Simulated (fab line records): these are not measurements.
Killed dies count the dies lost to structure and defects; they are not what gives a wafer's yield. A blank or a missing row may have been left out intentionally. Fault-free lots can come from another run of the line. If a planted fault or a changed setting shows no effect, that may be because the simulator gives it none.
fab line records ; flow gf180mcu
record lots=6; wafers=18; last-day=34
route steps=602 shown MIM@523 M5@526
lots that met no fault: from a run of the same line without faults
start-h: hours from the record's first day to the start of the lot's first wafer shown ; wait-h: how many hours have passed since the lot's step before this one ; " same as the row above ; L1.1+2: a row that stands for several wafers ; - no value, or no start was given ; * or withheld: withheld ; < > ~ a bound
route shown NAME@n: NAME is a module with steps in the file, n the number in the route of the first one ; usual: the fault-free wafers' mean and standard deviation ; same: alike in all rows ; chamber/n: place in a boat ; sites: each site's reading ; _std_site: the values' standard deviation ; _edge_site: inner sites' mean taken away from outer sites' mean ; radius-mm: how far each site lies from the wafer's centre ; mask NAME#n: copy n ; behind: the most recent tool/chamber to have shaped the wafer ; hold: why the lot went on hold/how many hours it stayed there/how the hold came to an end ; device: transistor that didn't switch, given as n, p or np ; end of line: tests run on the same wafers once the route is complete ; where a step has no rows: the recipe by itself ; killed: the dies lost at the first sort to structure and to defects; this is not the yield of the wafer ; map: dies across one wafer; x = killed, . = not, _ = none there
set.NAME: the setting the step ran with; set.NAME@STEP: the setting that earlier step ran with ; model.NAME: the simulator's own value behind a step, which no gauge read
a table for each step, a row for each wafer; lots at some steps of the route
services: a tool's chamber out of use, with start hour (start-h, from the record's first day; less than 0 if before it), hours out, and reason
## steps
# step GF_MIM_STRIP_20
# recipe chemistry=O2/N2; power-w=1400; pressure-mtorr=1500; platen-temp-c=250; o2-flow-sccm=3000; n2-flow-sccm=300; overash-fraction=0.5
# usual chamber-pressure-mTorr=1500.3/1.5; drypump-motor-current-A=5.9/0.58; heater-power-w=324/22; oes-product-au=0.692/0.0049; strip-time-to-endpoint-s=11.22/0.047
lot.wafer;tool;chamber;start-h;wait-h;chamber-pressure-mTorr;drypump-motor-current-A;heater-power-w;oes-product-au;rf-hours-counter-h;strip-time-to-endpoint-s
L864.1;plasma-asher-02;0;689.55;0.1;1505.3;5.6;322;0.688;49;11.16
L864.3;plasma-asher-02;1;689.55;0.1;1497.0;6.5;310;0.691;-;11.20
L864.5;plasma-asher-02;1;689.55;0.1;1498.8;6.5;306;0.695;-;11.20
L865.2;plasma-asher-03;0;697.43;0.0;1499.5;5.3;351;0.685;115;11.12
L865.3;plasma-asher-03;0;697.43;0.0;1498.9;5.2;343;0.687;-;11.14
L865.4;plasma-asher-03;1;697.43;0.0;1498.2;5.7;323;0.684;-;11.11
L868.2;plasma-asher-01;0;711.73;0.0;1501.8;6.8;372;0.686;102;11.20
L868.3;plasma-asher-01;0;711.73;0.0;1500.1;6.7;362;0.692;-;11.23
L868.4;plasma-asher-01;1;711.73;0.0;1501.4;5.0;299;0.693;-;11.24
L871.2;plasma-asher-02;0;733.63;0.0;1501.3;5.6;322;0.696;53;11.29
L871.3;plasma-asher-02;1;733.63;0.0;1499.8;6.5;306;0.697;-;11.29
L871.4;plasma-asher-02;0;733.63;0.0;1501.1;5.6;319;0.689;-;11.28
L872.2;plasma-asher-02;1;734.00;0.1;1498.1;6.4;308;0.693;53;11.16
L872.4;plasma-asher-02;0;734.00;0.1;1500.4;5.6;313;0.700;-;11.20
L872.6;plasma-asher-02;0;734.00;0.1;1500.5;5.6;325;0.691;-;11.17
L874.1;plasma-asher-02;0;748.83;0.0;1500.6;5.6;318;0.694;55;11.21
L874.4;plasma-asher-02;1;748.83;0.0;1499.5;6.5;313;0.691;-;11.26
L874.6;plasma-asher-02;1;748.83;0.0;1499.3;6.4;307;0.695;-;11.28
# step GF_MIM_STRIP_21
# recipe chemistry=post-etch-residue-remover; time-s=1200; temp-c=72.5
# step GF_MIM_CLEAN_22
# recipe chemistry=DIW; dry=n2-spin
# step GF_M5_DEHYDRATE_00
# recipe temp-c=200; time-s=60
# step GF_M5_HMDS_01
# recipe prime-time-s=60; prime-temp-c=120
# step GF_M5_COAT_02
# recipe resist=KrF; spin-rpm=withheld; resist-thk-nm=1000
# step GF_M5_SOFTBAKE_03
# recipe temp-c=129; time-s=60; resist=KrF
# step GF_M5_EXPOSE_04
# recipe mask-id=Metal5; target-cd-nm=280; na=0.68; source-shape=conventional; sigma-outer=0.6; dose-mj=28
# step GF_M5_PEB_05
# recipe peb-temp-c=135; peb-time-s=90; resist=KrF
# step GF_M5_DEVELOP_06
# recipe develop-time-s=60; dev-temp-c=21
# step GF_M5_CD_MEAS_07
# recipe target-cd-nm=280
# usual cd-nm=280.3/1.1
lot.wafer;tool;chamber;start-h;wait-h;cd-nm
L864.1;cd-sem-01;-;707.76;0.1;281.4
L864.3;cd-sem-01;-;707.76;0.1;281.5
L864.5;cd-sem-01;-;707.76;0.1;281.1
L865.2;cd-sem-02;-;716.18;0.1;281.8
L865.3;cd-sem-02;-;716.18;0.1;281.4
L865.4;cd-sem-02;-;716.18;0.1;282.3
L868.2;cd-sem-01;-;729.98;0.1;278.7
L868.3;cd-sem-01;-;729.98;0.1;279.6
L868.4;cd-sem-01;-;729.98;0.1;279.7
L871.2;cd-sem-01;-;751.08;0.1;281.2
L871.3;cd-sem-01;-;751.08;0.1;282.1
L871.4;cd-sem-01;-;751.08;0.1;281.8
L872.2;cd-sem-01;-;751.63;0.1;279.7
L872.4;cd-sem-01;-;751.63;0.1;278.7
L872.6;cd-sem-01;-;751.63;0.1;279.8
L874.1;cd-sem-01;-;765.01;0.1;279.3
L874.4;cd-sem-01;-;765.01;0.1;280.3
L874.6;cd-sem-01;-;765.01;0.1;279.2
# step GF_M5_OVL_MEAS_08
# usual M5_OVL=-2/5
lot.wafer;tool;chamber;start-h;wait-h;M5_OVL[nm]
L864.1;overlay-01;-;707.88;0.1;3
L864.3;overlay-01;-;707.88;0.1;-4
L864.5;overlay-01;-;707.88;0.1;2
L865.2;overlay-02;-;716.29;0.1;3
L865.3;overlay-02;-;716.29;0.1;0
L865.4;overlay-02;-;716.29;0.1;8
L868.2;overlay-02;-;730.08;0.1;5
L868.3;overlay-02;-;730.08;0.1;1
L868.4;overlay-02;-;730.08;0.1;-3
L871.2;overlay-01;-;751.19;0.1;5
L871.3;overlay-01;-;751.19;0.1;7
L871.4;overlay-01;-;751.19;0.1;0
L872.2;overlay-01;-;751.73;0.1;5
L872.4;overlay-01;-;751.73;0.1;1
L872.6;overlay-01;-;751.73;0.1;2
L874.1;overlay-01;-;765.13;0.1;-3
L874.4;overlay-01;-;765.13;0.1;2
L874.6;overlay-01;-;765.13;0.1;-2
# step GF_M5_ETCH_09
# recipe chemistry=CF4/O2; target=Si3N4; target-depth-nm=52; source-w=800; bias-w=150; pressure-mtorr=150; cf4-flow-sccm=80; O2_flow_sccm=10; time-s=11.6
# usual O2_flow_sccm=10.005/0.027; bias-w=150.0/0.42; chamber-pressure-mTorr=149.99/0.13; drypump-motor-current-A=5.6/0.38; oes-product-au=1.002/0.01; rf-fwd-power-W=785/4.4; throttle-valve-pct=5.969/0.0093
lot.wafer;tool;chamber;start-h;wait-h;O2_flow_sccm;bias-w;chamber-pressure-mTorr;drypump-motor-current-A;oes-product-au;rf-fwd-power-W;rf-hours-counter-h;throttle-valve-pct;model.KrF_of_M5_COAT_02.thk-nm
L864.1;rie-diel-03;0;707.91;0.0;-;-;-;-;-;-;-;-;988.1
L864.3;rie-diel-03;1;707.91;0.0;-;-;-;-;-;-;-;-;986.7
L864.5;rie-diel-03;0;707.91;0.0;-;-;-;-;-;-;-;-;986.7
L865.2;rie-diel-02;0;716.32;0.0;-;-;-;-;-;-;-;-;987.7
L865.3;rie-diel-02;1;716.32;0.0;-;-;-;-;-;-;-;-;985.9
L865.4;rie-diel-02;0;716.32;0.0;-;-;-;-;-;-;-;-;988.3
L868.2;rie-diel-04;1;730.11;0.0;10.044;149.7;150.07;5.8;1.007;778;40;5.964;955.6
L868.3;rie-diel-04;0;730.11;0.0;9.999;150.5;149.96;5.0;1.005;788;14;5.964;956.4
L868.4;rie-diel-04;2;730.11;0.0;10.038;150.8;150.13;5.2;1.016;782;11;5.971;956.1
L871.2;rie-diel-04;0;751.22;0.0;10.053;149.7;149.94;5.0;0.999;789;15;5.983;951.9
L871.3;rie-diel-04;2;751.22;0.0;10.070;149.5;150.33;5.2;1.006;780;12;5.975;948.2
L871.4;rie-diel-04;3;751.22;0.0;10.013;149.9;150.03;5.4;1.007;785;5;5.966;949.8
L872.2;rie-diel-04;1;751.76;0.0;10.018;149.5;149.95;5.7;0.999;778;41;5.988;948.2
L872.4;rie-diel-04;3;751.76;0.0;9.979;148.9;149.94;5.3;1.000;784;5;5.970;947.2
L872.6;rie-diel-04;0;751.76;0.0;10.039;149.3;149.96;5.1;1.003;794;-;5.966;947.7
L874.1;rie-diel-02;3;765.16;0.0;9.960;149.4;150.02;5.2;1.002;782;11;5.955;954.3
L874.4;rie-diel-02;1;765.16;0.0;10.019;149.4;150.05;6.2;0.999;789;-;5.969;951.6
L874.6;rie-diel-02;2;765.16;0.0;10.018;150.2;150.08;6.3;1.009;787;-;5.972;956.2
# step GF_M5_METAL_ETCH_10
# recipe chemistry=Cl2/BCl3; mask-material=KrF; target-depth-nm=627.5; stop-on=SiO2; pressure-mtorr=8; icp-w=800; bias-w=140; Cl2_flow_sccm=80; bcl3-flow-sccm=40; time-s=104.6
# usual bcl3-flow-sccm=40.01/0.12; bias-w=140.1/0.45; chamber-pressure-mTorr=8.000/0.0078; drypump-motor-current-A=5.44/0.2; oes-product-au=0.971/0.0064; rf-fwd-power-W=794.7/2.4; throttle-valve-pct=28.252/0.01
lot.wafer;tool;chamber;start-h;wait-h;bcl3-flow-sccm;bias-w;chamber-pressure-mTorr;drypump-motor-current-A;oes-product-au;rf-fwd-power-W;rf-hours-counter-h;throttle-valve-pct;model.KrF_of_M5_COAT_02.thk-nm
L864.1;rie-metal-01;0;707.94;0.0;39.95;139.9;7.995;5.03;0.977;791.0;4;28.256;734.5
L864.3;rie-metal-01;0;707.94;0.0;39.97;140.3;8.001;5.03;0.973;795.3;-;28.253;735.8
L864.5;rie-metal-01;0;707.94;0.0;39.99;139.7;8.002;5.00;0.975;796.7;-;28.256;736.8
L865.2;rie-metal-01;1;716.34;0.0;40.30;139.9;7.990;5.58;0.966;796.0;13;28.251;737
L865.3;rie-metal-01;0;716.34;0.0;39.91;139.6;8.003;5.01;0.971;797.9;-;28.255;737.1
L865.4;rie-metal-01;1;716.34;0.0;40.09;140.6;7.993;5.57;0.960;797.0;-;28.264;736.8
L868.2;rie-metal-01;1;730.14;0.0;39.93;139.7;8.002;5.57;0.959;794.2;14;28.274;703.6
L868.3;rie-metal-01;1;730.14;0.0;40.05;140.1;8.003;5.57;0.963;794.0;-;28.258;701.7
L868.4;rie-metal-01;0;730.14;0.0;40.02;140.2;8.000;5.04;0.960;796.0;-;28.256;705.9
L871.2;rie-metal-03;0;751.28;0.0;39.75;140.7;7.995;5.21;0.976;794.1;-;28.253;702.3
L871.3;rie-metal-03;0;751.28;0.0;39.98;140.0;7.989;5.20;0.980;791.7;-;28.256;698.2
L871.4;rie-metal-03;0;751.28;0.0;39.71;140.4;8.007;5.22;0.965;789.8;-;28.255;699.4
L872.2;rie-metal-01;1;751.79;0.0;39.92;139.7;7.993;5.58;0.972;795.3;15;28.236;696.9
L872.4;rie-metal-01;1;751.79;0.0;39.82;139.5;8.002;5.59;0.972;793.9;-;28.252;695.2
L872.6;rie-metal-01;0;751.79;0.0;40.16;140.1;8.003;5.05;0.972;796.1;-;28.240;697.1
L874.1;rie-metal-03;1;765.19;0.0;40.02;140.5;8.008;5.47;0.964;800.6;4;28.250;697.6
L874.4;rie-metal-03;1;765.19;0.0;39.90;140.4;8.006;5.46;0.963;798.5;-;28.261;697.4
L874.6;rie-metal-03;0;765.19;0.0;39.96;139.8;7.994;5.25;0.971;795.6;-;28.251;704.4
# step GF_M5_STRIP_11
# recipe chemistry=O2/N2; power-w=1400; pressure-mtorr=1500; platen-temp-c=250; o2-flow-sccm=3000; n2-flow-sccm=300; overash-fraction=0.5
# usual chamber-pressure-mTorr=1500.3/1.4; drypump-motor-current-A=5.8/0.62; heater-power-w=323/12; oes-product-au=0.544/0.0052; strip-time-to-endpoint-s=7.55/0.038
lot.wafer;tool;chamber;start-h;wait-h;chamber-pressure-mTorr;drypump-motor-current-A;heater-power-w;oes-product-au;rf-hours-counter-h;strip-time-to-endpoint-s
L864.1;plasma-asher-04;1;708.05;0.1;1503.4;6.7;337;0.563;28;7.88
L864.3;plasma-asher-04;0;708.05;0.1;1501.6;4.9;319;0.557;-;7.87
L864.5;plasma-asher-04;0;708.05;0.1;1501.3;4.9;321;0.554;-;7.89
L865.2;plasma-asher-03;1;716.45;0.1;1499.6;5.7;322;0.565;116;7.90
L865.3;plasma-asher-03;0;716.45;0.1;1498.9;5.3;351;0.563;-;7.88
L865.4;plasma-asher-03;1;716.45;0.1;1496.8;5.7;322;0.556;-;7.90
L868.2;plasma-asher-02;0;730.25;0.1;1500.6;5.6;318;0.543;53;7.56
L868.3;plasma-asher-02;1;730.25;0.1;1500.8;6.5;302;0.543;-;7.55
L868.4;plasma-asher-02;0;730.25;0.1;1500.5;5.6;313;0.548;-;7.58
L871.2;plasma-asher-02;1;751.46;0.1;1501.8;6.4;304;0.541;55;7.54
L871.3;plasma-asher-02;1;751.46;0.1;1498.9;6.4;310;0.549;-;7.52
L871.4;plasma-asher-02;0;751.46;0.1;1500.3;5.6;322;0.540;-;7.52
L872.2;plasma-asher-04;0;751.90;0.1;1502.1;5.0;319;0.537;33;7.50
L872.4;plasma-asher-04;0;751.90;0.1;1499.6;4.9;320;0.536;-;7.49
L872.6;plasma-asher-04;1;751.90;0.1;1500.4;6.7;333;0.542;-;7.51
L874.1;plasma-asher-04;0;765.30;0.1;1501.0;5.0;320;0.549;34;7.51
L874.4;plasma-asher-04;0;765.30;0.1;1499.9;5.0;316;0.542;-;7.49
L874.6;plasma-asher-04;0;765.30;0.1;1500.0;5.0;319;0.548;-;7.58
# step GF_M5_STRIP_12
# recipe chemistry=post-etch-residue-remover; time-s=1200; temp-c=72.5
## services
tool;chamber;start-h;hours;kind
plasma-asher-02;-;674.33;0.6;repair
rie-metal-03;0;679.26;-;clean
rie-metal-03;0;679.26;26.3;scheduled-down
rie-metal-03;0;679.26;26.3;vent-cycle
rie-diel-04;1;690.19;1.6;repair
rie-diel-04;0;692.23;5.3;repair
plasma-asher-03;-;698.33;7.2;pm
rie-diel-02;2;703.04;-;clean
rie-diel-02;2;703.04;14.5;scheduled-down
rie-diel-02;2;703.04;14.5;vent-cycle
rie-metal-03;1;732.14;20.2;repair
plasma-asher-03;-;733.75;9.0;pm
plasma-asher-03;0;733.75;9.0;vent-cycle
plasma-asher-03;1;733.75;9.0;vent-cycle
rie-diel-02;1;737.60;13.8;repair
plasma-asher-03;0;742.75;-;clean
plasma-asher-03;1;742.75;-;clean
rie-diel-02;2;746.99;7.5;repair
plasma-asher-01;-;750.34;1.3;repair
rie-diel-02;0;764.22;-;clean
rie-diel-02;0;764.22;21.4;scheduled-down
rie-diel-02;0;764.22;21.4;vent-cycle
## key
first-sign step=GF_M5_ETCH_09; reading=tool-record; direction=missing
effect step=GF_M5_STRIP_11; reading=strip-time-to-endpoint-s; direction=up; sigmas=8.9; usual=*; struck=*
model-effect step=GF_M5_ETCH_09; value=KrF_of_M5_COAT_02.thk-nm; without=952.6; struck=987.2
model-effect step=GF_M5_METAL_ETCH_10; value=KrF_of_M5_COAT_02.thk-nm; without=701.6; struck=736.3
met-at GF_M5_ETCH_09
struck-wafers L864.1,L864.3,L864.5,L865.2,L865.3,L865.4
later-rows-left-out L864.1,L864.3,L864.5,L865.2,L865.3,L865.4
sort-left-out L864.1,L864.3,L864.5,L865.2,L865.3,L865.4
fault kind=skipped-step-whole; tool=rie-diel-02,rie-diel-03; chamber=-; onset-h=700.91; steps=GF_M5_ETCH_09; scope=struck-lots-only
# sort-left-out: the simulated sort isn't trusted on such a fault, so these wafers' sort isn't shown, and their yield isn't known
# later-rows-left-out: the simulator's readings of these wafers behind a module that went badly wrong aren't trusted and aren't shown, but for the sort
